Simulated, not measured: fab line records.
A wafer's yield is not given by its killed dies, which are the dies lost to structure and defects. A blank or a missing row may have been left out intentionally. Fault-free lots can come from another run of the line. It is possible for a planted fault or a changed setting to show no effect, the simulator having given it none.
Matching of chambers + flow sky130 + cmp-02 running SKY_CONTACT_CMP_04: 4 sister chambers
The step polishes SiO2. 4 wafers are shown with their chamber, then 9 later ones without.

== WAFERS WITH THEIR CHAMBER ==
| wafer  | chamber | motor_current_A (A) |
|--------|---------|---------------------|
| L517.3 | 2       | 10.8                |
| L516.1 | 3       | 10.7                |
| L516.3 | 1       | 15.2                |
| L516.5 | 0       | 14.4                |

== WAFERS WITHOUT THEIR CHAMBER ==
| wafer  | motor_current_A (A) |
|--------|---------------------|
| L523.1 | 14.9                |
| L523.3 | 14.9                |
| L523.5 | 14.7                |
| L525.2 | 15.4                |
| L525.3 | 15.2                |
| L525.6 | 15.2                |
| L526.1 | 11.7                |
| L526.3 | 14.4                |
| L526.4 | 11.6                |

== WHICH CHAMBER EACH WENT THROUGH ==
| wafer  | from the rows above     | in truth |
|--------|-------------------------|----------|
| L523.1 | can't be placed: 1 or 0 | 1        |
| L523.3 | can't be placed: 1 or 0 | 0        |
| L523.5 | can't be placed: 0 or 1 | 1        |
| L525.2 | can't be placed: 1 or 0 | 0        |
| L525.3 | can't be placed: 1 or 0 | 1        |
| L525.6 | can't be placed: 1 or 0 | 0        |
| L526.1 | can't be placed: 2 or 3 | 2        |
| L526.3 | can't be placed: 0 or 1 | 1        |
| L526.4 | can't be placed: 2 or 3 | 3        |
0 of 9 placed correctly. These rows do not allow placing 9 (true chamber among the candidates in 9). Number placed wrongly: 0.
How it was worked out, from the rows above alone: a wafer's distance from a chamber is the root of the sum, over the readings, of the square of ((its reading less the chamber's mean) divided by the reading's scatter). The wafer belongs to the nearest chamber; if the next one is less than 2 further off, it can't be placed. For every chamber, the mean is computed from those of its wafers that are shown. The scatter (one wafer shown for each chamber): square how far every hidden wafer sits from the nearest shown wafer, average those squares and take the square root.
